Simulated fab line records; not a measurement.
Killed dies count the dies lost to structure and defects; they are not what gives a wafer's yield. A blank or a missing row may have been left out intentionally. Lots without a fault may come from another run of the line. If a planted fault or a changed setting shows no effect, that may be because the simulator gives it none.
Which tool is to blame? | flow gf180mcu | 13 lots, 39 wafers sampled, at 4 steps of a route of 602

## WHAT THE GAUGES READ, wafer by wafer
GF_MIM_RS_MEAS_10: uses a four-point probe to measure. Usual: MIM_ALCU_RS 0.1569 ohm/sq, standard deviation 0.0018.
lot  | measured     | on            | MIM_ALCU_RS (ohm/sq) | flag
L281 | day 25 04:38 | film metro-04 | 0.1595 0.1584 0.1579 |
L282 | day 25 06:28 | film metro-04 | 0.1551 0.1571 0.1561 |
L283 | day 25 09:29 | film metro-04 | 0.1588 0.1591 0.1596 |
L285 | day 27 00:36 | film metro-01 | 0.1573 0.1595 0.1560 |
L296 | day 29 22:27 | film metro-04 | 0.1576 0.1567 0.1555 |
L297 | day 30 13:38 | film metro-04 | 0.1588 0.1564 0.1570 |
L298 | day 30 15:25 | film metro-01 | 0.1545 0.1540 0.1539 |
L299 | day 30 18:08 | film metro-04 | 0.1589 0.1561 0.1570 |
L300 | day 30 22:16 | film metro-04 | 0.1561 0.1567 0.1556 |
L301 | day 31 06:43 | film metro-02 | 0.1526 0.1536 0.1537 |
L302 | day 31 13:13 | film metro-02 | 0.1551 0.1555 0.1549 |
L303 | day 32 04:28 | film metro-02 | 0.1571 0.1569 0.1573 |
L304 | day 32 07:00 | film metro-04 | 0.1605 0.1619 0.1597 |

GF_V5_THK_MEAS_25: measures by xrf. Usual: V5_W_THK 356 nm, standard deviation 6.3.
lot  | measured     | on            | V5_W_THK (nm) | flag
L281 | day 27 21:35 | film metro-03 | 356 359 356   |
L282 | day 28 00:26 | film metro-02 | 356 355 356   |
L283 | day 28 04:40 | film metro-04 | 368 363 359   |
L285 | day 29 13:38 | film metro-04 | 349 347 349   |
L296 | day 32 07:53 | film metro-02 | 348 348 351   |
L297 | day 32 20:07 | film metro-02 | 349 351 353   |
L298 | day 32 23:34 | film metro-03 | 349 348 353   |
L299 | day 33 01:38 | film metro-04 | 354 350 352   |
L300 | day 33 05:49 | film metro-04 | 360 358 364   |
L301 | day 33 13:04 | film metro-02 | 365 365 360   |
L302 | day 33 19:40 | film metro-04 | 359 360 364   |
L303 | day 34 08:47 | film metro-03 | 358 366 367   |
L304 | day 34 09:33 | film metro-03 | 353 361 362   |

## WHAT TOOL EACH LOT RAN ON (gives the tool, then ch and the chambers of the sampled wafers, and finally the start)
lot  | GF_V4_CMP_26                  | GF_M5_ETCH_09
L281 | cmp-02 ch 0,3, day 25 03:55   | rie diel-04 ch 0,1,2, day 26 23:00
L282 | cmp-02 ch 1,2,3, day 25 05:43 | rie diel-03 ch 1,2, day 27 01:15
L283 | cmp-02 ch 0,2,3, day 25 08:46 | rie diel-02 ch 1,2,3, day 27 05:13
L285 | cmp-02 ch 0,3, day 26 23:53   | rie diel-03 ch 0,3, day 28 15:34
L296 | cmp-01 ch 0,1, day 29 21:44   | rie diel-02 ch 0,1,3, day 31 11:43
L297 | cmp-01 ch 1,2,3, day 30 12:56 | rie diel-04 ch 1,2,3, day 32 00:52
L298 | cmp-01 ch 1,3, day 30 14:41   | rie diel-04 ch 0,1,3, day 32 04:24
L299 | cmp-01 ch 0,3, day 30 17:25   | rie diel-03 ch 1,2,3, day 32 06:04
L300 | cmp-01 ch 0,2, day 30 21:37   | rie diel-03 ch 0,2,3, day 32 10:43
L301 | cmp-01 ch 0,3, day 31 05:58   | rie diel-03 ch 1,2, day 32 17:15
L302 | cmp-01 ch 0,3, day 31 12:32   | rie diel-02 ch 1,2, day 33 00:23
L303 | cmp-02 ch 0,2,3, day 32 03:46 | rie diel-02 ch 0,2,3, day 33 13:30
L304 | cmp-02 ch 0,1,3, day 32 06:19 | rie diel-04 ch 0,1,2, day 33 15:28
- GF_V4_CMP_26: polishes, stops on SiO2, t overpolish 15 s, target thk 0 nm.
- GF_M5_ETCH_09: etches Si3N4 in CF4/O2, target depth 52 nm, time 11.6 s.

## AS READ BY THE TOOLS THEMSELVES (means over the sampled wafers that have a number; for cases with no such wafer, the mark the record gives instead)
GF_V4_CMP_26. Usual: motor current A 11.0 A, standard deviation 1.5; overpolish run s 15.000 s, standard deviation 0.0096; time to endpoint s 85 s, standard deviation 3.8.
lot  | tool   | motor current A (A) | overpolish run s (s) | time to endpoint s (s) | flag
L281 | cmp-02 | 10.6                | 14.998               | 82                     |
L282 | cmp-02 | 11.5                | 14.992               | 83                     |
L283 | cmp-02 | 11.7                | 14.996               | 79                     |
L285 | cmp-02 | 10.9                | 15.005               | 82                     |
L296 | cmp-01 | 9.9                 | 15.006               | 82                     |
L297 | cmp-01 | 11.0                | 14.999               | 81                     |
L298 | cmp-01 | 12.3                | 15.005               | 85                     |
L299 | cmp-01 | 12.2                | 15.004               | 84                     |
L300 | cmp-01 | 9.9                 | 15.000               | 91                     |
L301 | cmp-01 | 12.3                | 15.010               | 84                     |
L302 | cmp-01 | 12.5                | 15.008               | 90                     |
L303 | cmp-02 | 11.7                | 15.001               | 82                     |
L304 | cmp-02 | 10.3                | 14.997               | 87                     |

GF_M5_ETCH_09. Usual: bias w 150.0 W, standard deviation 0.45; drypump motor current A 5.6 A, standard deviation 0.56; oes product au 0.996 a.u., standard deviation 0.01; throttle valve pct 5.968 %, standard deviation 0.01.
lot  | tool        | bias w (W) | drypump motor current A (A) | oes product au (a.u.) | throttle valve pct (%) | flag
L281 | rie diel-04 | 149.6      | 5.8                         | 0.997                 | 5.976                  |
L282 | rie diel-03 | 149.8      | 6.0                         | 0.988                 | 5.964                  |
L283 | rie diel-02 | 150.0      | 5.2                         | 1.019                 | 5.975                  |
L285 | rie diel-03 | 150.0      | 5.7                         | 0.988                 | 5.967                  |
L296 | rie diel-02 | 150.0      | 5.5                         | 0.997                 | 5.967                  |
L297 | rie diel-04 | 150.4      | 6.1                         | 0.989                 | 5.964                  |
L298 | rie diel-04 | 150.3      | 5.6                         | 0.983                 | 5.963                  |
L299 | rie diel-03 | 149.8      | 6.1                         | 0.988                 | 5.970                  |
L300 | rie diel-03 | 149.9      | 5.9                         | 0.991                 | 5.968                  |
L301 | rie diel-03 | 149.9      | 6.3                         | 0.987                 | 5.966                  |
L302 | rie diel-02 | 149.7      | 5.1                         | 1.016                 | 5.970                  |
L303 | rie diel-02 | 149.9      | 5.7                         | 1.001                 | 5.967                  |
L304 | rie diel-04 | 149.9      | 5.8                         | 0.986                 | 5.968                  |

## THE ANSWER, worked out from the rows above alone
Rule: a lot counts as off when the mean over its wafers that have a number is more than 3 standard deviations away from the usual mean. Also off: a lot with no number at a reading for which 4 or more lots have one. Any other lot the step has rows for is counted as sound. Order of review: gauges by route order, followed by the tools' own readings, for which a lot's mean as printed above is used. At the first step where some lot is off, the reading lying furthest off is the one used; lots without a number count as furthest.
None of the lots is off at any reading shown; this tells nothing.

## WHAT THE SIMULATOR PUT IN
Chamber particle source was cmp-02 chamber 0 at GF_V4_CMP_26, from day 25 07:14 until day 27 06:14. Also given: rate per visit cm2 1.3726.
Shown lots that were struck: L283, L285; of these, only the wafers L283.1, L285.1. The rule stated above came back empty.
